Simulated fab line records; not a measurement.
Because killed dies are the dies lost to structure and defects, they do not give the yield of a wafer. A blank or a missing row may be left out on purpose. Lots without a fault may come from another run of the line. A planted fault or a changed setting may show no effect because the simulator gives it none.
A lot that was struck, set against a sound lot ; flow gf180mcu ; 15 out of 602 route steps
Sound: the wafers L590.2, L590.4, L590.5. Struck: wafer L606.6 (left out: L606.3, a lot-mate that was not struck); the cause follows at the end.
For every step that has rows: the tool of each side, followed by ch and its chambers, followed by its first start. Under that, the readings that differ: sound wafers ; struck wafers ; difference of the means ; sigmas: that difference in standard deviations of wafers without a fault.
alike: readings whose means differ by less than 2 such deviations, and words and numbers that are the same on both sides. not compared: withheld readings, readings that some wafer has no value for, bounds like >300 that may hide the same value, and numbers for which the record gives no deviation and whose values overlap.
A row with sigmas, a row that says differs or no value, or rows on one side alone: a step with any of these is where the two part. Non-overlapping numbers with no deviation appear without sigmas and do not part them. A reading missing from all wafers of one side parts the sides only when that side holds two or more wafers.

GF_V3_CD_MEAS_14: the cd target is 260 nm.
  sound: cd_sem-01 at day 22 18:07; struck: cd_sem-01 at day 28 03:56
  alike: cd_nm
GF_V3_OVL_MEAS_15:
  sound: overlay-01 at day 22 18:14; struck: overlay-01 at day 28 04:02
  alike: V3_OVL
GF_V3_ETCH_16: etches BARC in N2/H2.
  sound on rie_diel-02 ch 0,2,3, day 22 18:16; struck on rie_diel-03 ch 2, day 28 04:03
  alike: drypump_motor_current_A, h2_flow_sccm, oes_product_au, throttle_valve_pct
then, 1 step without rows for these wafers: GF_V3_ETCH_17 (etches SiO2 in C4F8/O2/Ar, stops on TiN, target depth 635 nm).
GF_V3_STRIP_18: strips in O2/N2.
  sound on plasma_asher-02 ch 0,1, day 22 18:23; struck on plasma_asher-03 ch 0, day 28 04:13
  alike: drypump_motor_current_A, heater_power_w, oes_product_au, platen_temp_c
  not compared: rf_hours_counter_h
then, 3 steps without rows for these wafers: GF_V3_STRIP_19 (strips in post etch residue remover, time 1200 s); GF_V3_CLEAN_20 (cleans in DIW); GF_V3_SPUTTER_21 (material Ti, target thk 15 nm, time 80.02 s).
GF_V3_SPUTTER_22: material TiN, target thk 10 nm, time 40 s.
  sound: pvd_sputter-04 at day 22 19:01; struck: pvd_sputter-02 at day 28 04:54
  alike: throttle_valve_pct
GF_V3_CVD_23: deposits W, target thk 350 nm, time 104.9 s.
  sound on cvd_w-01 ch 0,1, day 22 19:04; struck on cvd_w-02 ch 1, day 28 04:59
reading;sound;struck;difference;sigmas
heater_power_w (W);820 841 801;1025;+204;+3
GF_V3_RS_MEAS_24: uses a four-point probe to measure.
  sound: film_metro-03 at day 22 19:11; struck: film_metro-01 at day 28 05:06
  alike: V3_W_RS
GF_V3_THK_MEAS_25: measures by xrf.
  sound: film_metro-03 at day 22 19:18; struck: film_metro-01 at day 28 05:12
  alike: V3_W_THK
GF_V3_CMP_26: polishes, stops on SiO2, t overpolish 15 s, target thk 0 nm.
  sound on cmp-01 ch 0,1,3, day 22 19:21; struck on cmp-01 ch 0, day 28 05:20
reading;sound;struck;difference;sigmas
overpolish_run_s (s);14.994 15.010 14.995;0.038;-14.962;-99 or more
time_to_endpoint_s (s);92 89 90;129;+39;+11
  alike: motor_current_A
GF_M4_SPUTTER_00: material Ti, target thk 37.5 nm, time 150 s.
  the record has rows for the sound wafers here (pvd_sputter-03, day 22 19:39) and none for the struck ones
-- the record jumps here: 6 days lie between the struck wafers' starts before and after (it left off in module M4 and takes up again in module PASSIVATION, whose first step shown is number 602 of the route) --
GF_PASSIVATION_PROBE_99:
  record: rows for the struck wafers here (prober-01, day 33 18:32), none for the sound ones

WHERE THEY PART
Earliest at GF_V3_CVD_23; latest, in this record, at GF_PASSIVATION_PROBE_99.

WHY: what the simulator had put in
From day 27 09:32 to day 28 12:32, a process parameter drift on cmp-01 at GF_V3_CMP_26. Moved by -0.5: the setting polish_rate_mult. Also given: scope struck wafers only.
